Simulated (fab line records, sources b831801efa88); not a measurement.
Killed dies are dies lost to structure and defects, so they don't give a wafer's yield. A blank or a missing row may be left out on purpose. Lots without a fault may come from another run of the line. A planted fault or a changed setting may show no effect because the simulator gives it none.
Split-lot experiment | flow gf180mcu | 5 lots, 27 wafers read, on a route of 602 steps

THE SPLIT
At GF_HV_LDD_CVD_56 (deposits Si3N4 from DCS/NH3, target thk 90 nm, time 1543 s), the setting time_s was moved away from the recipe's 1543 s on 18 of the 27 wafers read, by -38.9% to +46.9%. The other wafers ran this setting at the recipe's value.

FROM THE SPLIT TO THE READING: what the file shows between them, 1 step
- GF_HV_LDD_THK_MEAS_57

THE READING
oes_product_au, in a.u., at GF_HV_LDD_ETCHBACK_58 (etches Si3N4 in CH3F/O2, stops on SiO2, time 100 s, target depth 90 nm). Fault-free wafers of this fab line usually give 0.841 a.u., standard deviation 0.0053 a.u..

wafer  | tool, chamber at the split | time_s as run, s | against the recipe | oes_product_au, a.u. | against lot-mates on the recipe
L074.1 | lpcvd-01, 0                | 1543             | recipe             | 0.843                | -
L074.3 | lpcvd-01, 0                | 1543             | recipe             | 0.848                | -
L074.6 | lpcvd-01, 0                | 1543             | recipe             | 0.842                | -
L075.1 | -, -                       | 2267             | +46.9%             | 0.982                | no lot-mate on the recipe
L075.2 | -, -                       | 2267             | +46.9%             | 0.997                | no lot-mate on the recipe
L075.3 | -, -                       | 2267             | +46.9%             | 1.003                | no lot-mate on the recipe
L075.4 | -, -                       | 2267             | +46.9%             | 1.004                | no lot-mate on the recipe
L075.5 | -, -                       | 2267             | +46.9%             | 0.992                | no lot-mate on the recipe
L075.6 | -, -                       | 2267             | +46.9%             | 0.989                | no lot-mate on the recipe
L079.1 | -, -                       | 943.1            | -38.9%             | 0.667                | no lot-mate on the recipe
L079.2 | -, -                       | 943.1            | -38.9%             | 0.652                | no lot-mate on the recipe
L079.3 | -, -                       | 943.1            | -38.9%             | 0.664                | no lot-mate on the recipe
L079.4 | -, -                       | 943.1            | -38.9%             | 0.651                | no lot-mate on the recipe
L079.5 | -, -                       | 943.1            | -38.9%             | 0.662                | no lot-mate on the recipe
L079.6 | -, -                       | 943.1            | -38.9%             | 0.664                | no lot-mate on the recipe
L081.1 | -, -                       | 1543             | recipe             | 0.838                | -
L081.2 | -, -                       | 1543             | recipe             | 0.854                | -
L081.3 | -, -                       | 1543             | recipe             | 0.844                | -
L081.4 | -, -                       | 1543             | recipe             | 0.842                | -
L081.5 | -, -                       | 1543             | recipe             | 0.838                | -
L081.6 | -, -                       | 1543             | recipe             | 0.839                | -
L085.1 | -, -                       | 2108             | +36.6%             | 0.997                | no lot-mate on the recipe
L085.2 | -, -                       | 2108             | +36.6%             | 0.991                | no lot-mate on the recipe
L085.3 | -, -                       | 2108             | +36.6%             | 0.993                | no lot-mate on the recipe
L085.4 | -, -                       | 2108             | +36.6%             | 0.980                | no lot-mate on the recipe
L085.5 | -, -                       | 2108             | +36.6%             | 0.996                | no lot-mate on the recipe
L085.6 | -, -                       | 2108             | +36.6%             | 0.996                | no lot-mate on the recipe

THE FIT
A straight line over all 27 wafers: oes_product_au changes by +0.00402 a.u. for each +1% of time_s; r = +0.99; the points scatter about the line by 0.018 a.u..
Too few moved wafers have a lot-mate on the recipe to fit a line with each lot's own level taken away.

THE WHOLE CHAIN: every reading that the file lists as answering this split, in the file's order
step                  | what it does                                                           | reading                                                                        | change (the file's fit)                   | r (the file's)
GF_HV_LDD_CVD_56      | deposits Si3N4 from DCS/NH3, target thk 90 nm, time 1543 s             | Si3N4_of_HV_LDD_CVD_56.thk_nm (the simulator's own value, which no gauge read) | +0.89 nm for each +1% of the setting      | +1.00
GF_HV_LDD_THK_MEAS_57 |                                                                        | HV_LDD_CVD_56_THK                                                              | +0.889 for each +1% of the setting        | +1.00
GF_HV_LDD_ETCHBACK_58 | etches Si3N4 in CH3F/O2, stops on SiO2, time 100 s, target depth 90 nm | oes_product_au                                                                 | +0.00402 a.u. for each +1% of the setting | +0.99
GF_HV_LDD_ETCHBACK_58 | etches Si3N4 in CH3F/O2, stops on SiO2, time 100 s, target depth 90 nm | etch.depth_nm (the simulator's own value, which no gauge read)                 | +0.773 nm for each +1% of the setting     | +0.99

THE FILE'S OWN FIT
oes_product_au changes by +0.00402 a.u. for each +1% of time_s, r = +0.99.
